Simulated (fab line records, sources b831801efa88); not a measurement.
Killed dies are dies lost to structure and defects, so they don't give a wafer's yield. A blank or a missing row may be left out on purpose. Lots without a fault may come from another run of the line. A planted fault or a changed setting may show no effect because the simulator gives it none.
Which tool did it? | flow gf180mcu | 13 lots, 39 wafers sampled, at 1 step of a route of 602

WHAT THE GAUGES READ, wafer by wafer
GF_V2_THK_MEAS_01. Usual: V2_CVD_00_THK 600 nm, standard deviation 6.3.
lot  | measured     | on            | V2_CVD_00_THK (nm) | flag
L856 | day 19 05:23 | film_metro-01 | 613 603 614        |
L857 | day 19 20:28 | film_metro-01 | 596 586 599        |
L859 | day 20 16:20 | film_metro-04 | 595 599 592        |
L861 | day 21 12:20 | film_metro-04 | 610 605 602        |
L862 | day 21 16:43 | film_metro-03 | 606 605 605        |
L863 | day 22 01:42 | film_metro-04 | 613 607 612        |
L869 | day 24 02:07 | film_metro-01 | 602 602 608        |
L870 | day 24 12:19 | film_metro-04 | 598 594 592        |
L873 | day 25 10:42 | film_metro-01 | 602 597 592        |
L874 | day 25 15:31 | film_metro-04 | 604 596 610        |
L876 | day 26 08:44 | film_metro-03 | 593 592 598        |
L878 | day 26 23:52 | film_metro-04 | 601 603 601        |
L879 | day 27 04:56 | film_metro-01 | 602 599 597        |

WHICH TOOL RAN EACH LOT (tool, then ch and the chambers of the sampled wafers, then the start)
The record holds no process step before these readings.

WHAT THE TOOLS THEMSELVES READ (means of the sampled wafers that have a number; where no wafer has one, the mark that the record gives instead)
The record holds no such reading with a usual standard deviation.

THE ANSWER, worked out from the rows above alone
Rule: a lot is off if the mean of its wafers that have a number lies more than 3 standard deviations from the usual mean. A lot without any number at a reading at which 4 lots or more have one is off too. The other lots that the step has rows for count as sound. The gauges are gone through in route order, then the tools' own readings, and for those a lot's mean is taken as printed above. The first step at which some lot is off is used, and at that step the reading that is off furthest; a lot without a number counts as furthest.
No lot is off at any reading shown: from this, nothing can be told.

WHAT THE SIMULATOR HAD PUT IN
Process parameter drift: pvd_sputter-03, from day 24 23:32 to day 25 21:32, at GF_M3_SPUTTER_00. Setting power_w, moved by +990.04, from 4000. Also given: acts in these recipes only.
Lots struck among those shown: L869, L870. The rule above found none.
